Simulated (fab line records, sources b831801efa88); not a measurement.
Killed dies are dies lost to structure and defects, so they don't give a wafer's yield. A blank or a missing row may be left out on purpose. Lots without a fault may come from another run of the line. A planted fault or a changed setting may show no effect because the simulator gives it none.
A struck lot beside a sound one | flow sky130 | 17 steps out of a route of 708
Sound: wafers L993.1, L993.4, L993.6. Struck: wafers L103.3, L103.4, L103.6. The cause comes at the end.
At each step with rows: each side's tool, then ch and its chambers, then its first start. Under that, the readings that differ: sound wafers | struck wafers | difference of the means | sigmas: that difference in standard deviations of wafers without a fault.
alike: readings whose means differ by less than 2 such deviations, and words and numbers that are the same on both sides. not compared: withheld readings, readings that some wafer has no value for, bounds like >300 that may hide the same value, and numbers for which the record gives no deviation and whose values overlap.
The two part at a step that has a row with sigmas, a row that says differs or no value, or rows on one side only. Numbers that don't overlap but have no deviation are shown without sigmas and don't part them. A reading that every wafer of one side lacks parts them only if that side has two wafers or more.

first, 2 steps without rows for these wafers: SKY_CONTACT_PEB_12; SKY_CONTACT_DEVELOP_13 (develop time 60 s).
SKY_CONTACT_CD_MEAS_14: target cd 170 nm.
  sound on cd_sem-01, day 31 07:35; struck on cd_sem-02, day 34 22:23
  alike: cd_nm
SKY_CONTACT_OVL_MEAS_15:
  sound on overlay-02, day 31 07:42; struck on overlay-01, day 34 22:29
  alike: CONTACT_OVL
SKY_CONTACT_ETCH_16: etches BARC in N2/H2, stops on SiO2, time 45.9 s, target depth 60 nm.
  sound on rie_diel-03 ch 0,1,2, day 31 07:44; struck on rie_diel-01 ch 2,3, day 34 22:31
  alike: drypump_motor_current_A, oes_product_au, throttle_valve_pct
  not compared: rf_hours_counter_h
SKY_CONTACT_ETCH_17: etches SiO2 in C4F8/O2/Ar, stops on Si3N4, target depth 340 nm.
  sound on rie_diel-03 ch 0,1,2, day 31 07:47; struck on rie_diel-01 ch 2,3, day 34 22:33
  alike: oes_product_au
SKY_CONTACT_ETCH_18: etches Si3N4 in CHF3/O2, stops on TiN, time 39 s, target depth 75 nm.
  sound on rie_diel-03 ch 0,1,2; struck on rie_diel-01 ch 2,3
  alike: drypump_motor_current_A, oes_product_au, throttle_valve_pct
  not compared: rf_hours_counter_h
SKY_CONTACT_STRIP_19: strips in O2/N2.
  sound on plasma_asher-01 ch 1, day 31 07:52; struck on plasma_asher-02 ch 0,1, day 34 22:40
  alike: drypump_motor_current_A, oes_product_au, strip_time_to_endpoint_s
  not compared: rf_hours_counter_h
then, 3 steps without rows for these wafers: SKY_CONTACT_STRIP_20 (strips in post etch residue remover, time 1200 s); SKY_CONTACT_CLEAN_21 (cleans in IPA, time 180 s); SKY_CONTACT_CLEAN_22 (cleans in O3/DIW).
SKY_CONTACT_SPUTTER_23: material TiN, target thk 20 nm, time 80 s.
  sound on pvd_sputter-04, day 31 08:28; struck on pvd_sputter-01, day 34 23:18
  alike: throttle_valve_pct
SKY_CONTACT_CVD_24: deposits W, target thk 340 nm, time 102.12 s.
  sound on cvd_w-02 ch 0,1, day 31 08:31; struck on cvd_w-01 ch 0,1, day 34 23:24
  no value came back on the struck wafers for chamber_pressure_Torr (Torr), heater_power_outer_w (W), heater_power_w (W); on the sound wafers chamber_pressure_Torr (Torr) reads 40.03 39.96 40.04
  not compared: since_wet_clean_h
SKY_CONTACT_RS_MEAS_25: measures by four-point-probe.
  sound on film_metro-02, day 31 08:38; struck on film_metro-02, day 34 23:31
  reading               | sound             | struck               | difference | sigmas
  CONTACT_W_RS (ohm/sq) | 0.337 0.339 0.327 | 57.595 58.413 57.708 | +57.571    | +99 or more
SKY_CONTACT_THK_MEAS_26: measures by xrf.
  sound on film_metro-02, day 31 08:45; struck on film_metro-02, day 34 23:37
  not compared: CONTACT_W_THK
SKY_CONTACT_CMP_27: polishes, stops on SiO2, t overpolish 15 s, target thk 0 nm.
  sound on cmp-02 ch 0,1, day 31 08:49; struck on cmp-02 ch 2,3, day 34 23:39
  reading                | sound          | struck      | difference | sigmas
  time_to_endpoint_s (s) | 81.6 81.3 85.6 | 7.6 4.4 4.4 | -77.4      | -27
  alike: motor_current_A
-- the record jumps here: 13 days lie between the struck wafers' starts before and after (it left off in module CONTACT and takes up again in module PAD_OPEN, whose first step shown is number 708 of the route) --
SKY_PAD_OPEN_PROBE_99:
  sound on prober-02, day 45 12:07; struck on prober-02, day 48 07:47
  reading            | sound    | struck      | difference | sigmas
  killed_at_contacts | 24 26 27 | 440 427 430 | +407       | +73
  killed_dies        | 87 83 97 | 492 492 492 | +403       | +40
  killed_on_rim      | 16 13 20 | 96 96 96    | +80        | +20
  alike: killed_at_M0_to_M3, killed_at_M4_up, killed_at_front_end, killed_at_other, killed_open, killed_short

WHERE THEY PART
First at SKY_CONTACT_CVD_24; last, within this record, at SKY_PAD_OPEN_PROBE_99.

WHY: what the simulator had put in
Skipped step whole: cvd_w-01, from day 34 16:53 on, at SKY_CONTACT_CVD_24. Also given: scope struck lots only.
